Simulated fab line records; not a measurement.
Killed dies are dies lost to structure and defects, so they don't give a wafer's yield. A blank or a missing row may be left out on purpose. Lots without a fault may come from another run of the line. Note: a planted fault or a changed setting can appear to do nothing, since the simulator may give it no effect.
Chamber matching / flow gf180mcu / GF_V4_ETCH_16 on rie diel-02: 4 sister chambers
The step etches BARC in N2/H2. 18 wafers are shown with their chamber, then 9 later ones without.

WAFERS WITH THEIR CHAMBER
wafer=L081.1; chamber=0; drypump motor current A (A)=5.45; throttle valve pct (%)=13.216; oes product au (a.u.)=0.860
wafer=L081.3; chamber=2; drypump motor current A (A)=5.97; throttle valve pct (%)=13.230; oes product au (a.u.)=0.849
wafer=L081.6; chamber=1; drypump motor current A (A)=5.53; throttle valve pct (%)=13.221; oes product au (a.u.)=0.855
wafer=L082.2; chamber=1; drypump motor current A (A)=5.53; throttle valve pct (%)=13.228; oes product au (a.u.)=0.847
wafer=L082.4; chamber=3; drypump motor current A (A)=5.57; throttle valve pct (%)=13.229; oes product au (a.u.)=0.851
wafer=L082.6; chamber=0; drypump motor current A (A)=5.49; throttle valve pct (%)=13.212; oes product au (a.u.)=0.850
wafer=L089.3; chamber=1; drypump motor current A (A)=5.52; throttle valve pct (%)=13.224; oes product au (a.u.)=0.850
wafer=L089.4; chamber=2; drypump motor current A (A)=5.98; throttle valve pct (%)=13.214; oes product au (a.u.)=0.854
wafer=L089.5; chamber=1; drypump motor current A (A)=5.50; throttle valve pct (%)=13.214; oes product au (a.u.)=0.857
wafer=L090.1; chamber=0; drypump motor current A (A)=5.53; throttle valve pct (%)=13.229; oes product au (a.u.)=0.852
wafer=L090.2; chamber=1; drypump motor current A (A)=5.50; throttle valve pct (%)=13.226; oes product au (a.u.)=0.861
wafer=L090.3; chamber=2; drypump motor current A (A)=5.98; throttle valve pct (%)=13.237; oes product au (a.u.)=0.854
wafer=L092.1; chamber=1; drypump motor current A (A)=5.51; throttle valve pct (%)=13.217; oes product au (a.u.)=0.847
wafer=L092.3; chamber=2; drypump motor current A (A)=6.01; throttle valve pct (%)=13.240; oes product au (a.u.)=0.858
wafer=L092.5; chamber=0; drypump motor current A (A)=5.51; throttle valve pct (%)=13.239; oes product au (a.u.)=0.853
wafer=L093.3; chamber=2; drypump motor current A (A)=5.99; throttle valve pct (%)=13.229; oes product au (a.u.)=0.855
wafer=L093.4; chamber=0; drypump motor current A (A)=5.49; throttle valve pct (%)=13.226; oes product au (a.u.)=0.852
wafer=L093.6; chamber=1; drypump motor current A (A)=5.53; throttle valve pct (%)=13.219; oes product au (a.u.)=0.853

SIGNATURES (means of the wafers above)
reading=drypump motor current A; chamber 0=5.4940; chamber 1=5.5171; chamber 2=5.9860; chamber 3=5.5700; scatter within a chamber=0.02
reading=throttle valve pct; chamber 0=13.22440; chamber 1=13.22129; chamber 2=13.23000; chamber 3=13.22900; scatter within a chamber=0.00853
reading=oes product au; chamber 0=0.85340; chamber 1=0.85286; chamber 2=0.85400; chamber 3=0.85100; scatter within a chamber=0.00436
Rule: a wafer lies at a distance from a chamber equal to the root of the sum of squares, over the readings, of (its reading less the chamber's mean, divided by the reading's scatter). If the next closest chamber is less than 2 further off than the closest, the wafer can't be placed; otherwise it belongs to the closest. The scatter: the root of (the sum of the squares of (reading less its chamber's mean) over the shown wafers, divided by (wafers less chambers)).

WAFERS WITH NO CHAMBER GIVEN
wafer=L096.1; drypump motor current A (A)=5.51; throttle valve pct (%)=13.232; oes product au (a.u.)=0.860
wafer=L096.2; drypump motor current A (A)=6.00; throttle valve pct (%)=13.236; oes product au (a.u.)=0.851
wafer=L096.3; drypump motor current A (A)=5.51; throttle valve pct (%)=13.214; oes product au (a.u.)=0.842
wafer=L096.4; drypump motor current A (A)=5.53; throttle valve pct (%)=13.218; oes product au (a.u.)=0.862
wafer=L096.5; drypump motor current A (A)=6.00; throttle valve pct (%)=13.228; oes product au (a.u.)=0.854
wafer=L096.6; drypump motor current A (A)=5.53; throttle valve pct (%)=13.222; oes product au (a.u.)=0.851
wafer=L097.3; drypump motor current A (A)=5.96; throttle valve pct (%)=13.222; oes product au (a.u.)=0.855
wafer=L097.4; drypump motor current A (A)=5.97; throttle valve pct (%)=13.235; oes product au (a.u.)=0.854
wafer=L097.5; drypump motor current A (A)=5.49; throttle valve pct (%)=13.227; oes product au (a.u.)=0.851

THE CHAMBER EACH PASSED THROUGH
wafer=L096.1; from the rows above=can't be placed: 0 or 1 or 3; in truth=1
wafer=L096.2; from the rows above=2; in truth=2
wafer=L096.3; from the rows above=can't be placed: 1 or 0 or 3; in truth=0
wafer=L096.4; from the rows above=can't be placed: 1 or 0 or 3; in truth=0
wafer=L096.5; from the rows above=2; in truth=2
wafer=L096.6; from the rows above=can't be placed: 1 or 0 or 3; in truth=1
wafer=L097.3; from the rows above=2; in truth=2
wafer=L097.4; from the rows above=2; in truth=2
wafer=L097.5; from the rows above=can't be placed: 0 or 1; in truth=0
Correctly placed: 4 of 9. These rows do not allow placing 5 (true chamber among the candidates in 5). 0 placed wrongly.
